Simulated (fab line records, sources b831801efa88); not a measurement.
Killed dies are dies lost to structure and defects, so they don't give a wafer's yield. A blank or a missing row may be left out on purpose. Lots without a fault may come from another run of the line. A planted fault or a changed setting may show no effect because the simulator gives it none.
A struck lot beside a sound one | flow sky130 | 14 steps out of a route of 708
Sound: wafers L796.1, L796.4, L796.6. Struck: wafers L813.2, L813.3, L813.6. The cause comes at the end.
At each step with rows: each side's tool, then ch and its chambers, then its first start. Under that, the readings that differ: sound wafers | struck wafers | difference of the means | sigmas: that difference in standard deviations of wafers without a fault.
alike: readings whose means differ by less than 2 such deviations, and words and numbers that are the same on both sides. not compared: withheld readings, readings that some wafer has no value for, bounds like >300 that may hide the same value, and numbers for which the record gives no deviation and whose values overlap.
The two part at a step that has a row with sigmas, a row that says differs or no value, or rows on one side only. Numbers that don't overlap but have no deviation are shown without sigmas and don't part them. A reading that every wafer of one side lacks parts them only if that side has two wafers or more.

SKY_SD_N_RS_MEAS_17: measures by four-point-probe.
  sound on film_metro-04, day 29 05:43; struck on film_metro-03, day 33 14:25
  alike: SD_P_RS
SKY_SD_N_RS_MEAS_18: measures by four-point-probe.
  sound on film_metro-04, day 29 05:50; struck on film_metro-03, day 33 14:32
  alike: RES_XHIGH_RS
then, 2 steps without rows for these wafers: SKY_SALICIDE_CLEAN_00 (cleans in HF-last, time 30 s); SKY_LI_CONTACT_HDPCVD_00 (deposits PSG, target thk 930 nm, time 155 s).
SKY_LI_CONTACT_THK_MEAS_01:
  sound on film_metro-03, day 29 06:04; struck on film_metro-04, day 33 14:46
  alike: LI_CONTACT_HDPCVD_THK
SKY_LI_CONTACT_CMP_02: polishes PSG.
  sound on cmp-02 ch 0,2,3, day 29 06:11; struck on cmp-02 ch 2,3, day 33 14:49
  alike: motor_current_A, time_to_endpoint_s
SKY_LI_CONTACT_BOW_MEAS_03:
  sound on film_metro-01, day 29 06:26; struck on film_metro-01, day 33 15:08
  reading             | sound    | struck   | difference | sigmas
  LI_CONTACT_BOW (um) | 55 48 64 | 44 39 43 | -14        | -2
then, 5 steps without rows for these wafers: SKY_LI_CONTACT_DEHYDRATE_04 (time 60 s); SKY_LI_CONTACT_HMDS_05 (prime time 60 s); SKY_LI_CONTACT_COAT_06 (resist thk 60 nm); SKY_LI_CONTACT_COAT_07 (resist thk 450 nm); SKY_LI_CONTACT_SOFTBAKE_08 (time 90 s).
SKY_LI_CONTACT_EXPOSE_09: exposes mask LICM1, target cd 170 nm.
  sound on krf_scanner-02 ch 0, day 29 20:02; struck on krf_scanner-01, day 34 04:49
  no value came back on the struck wafers for exposure_dose_mJ_cm2, focus_offset_nm (nm); on the sound wafers exposure_dose_mJ_cm2 reads 37.94 37.92 37.94
  alike: mask
then, 1 step without rows for these wafers: SKY_LI_CONTACT_PEB_10.

WHERE THEY PART
First at SKY_LI_CONTACT_BOW_MEAS_03; last, within this record, at SKY_LI_CONTACT_EXPOSE_09.

WHY: what the simulator had put in
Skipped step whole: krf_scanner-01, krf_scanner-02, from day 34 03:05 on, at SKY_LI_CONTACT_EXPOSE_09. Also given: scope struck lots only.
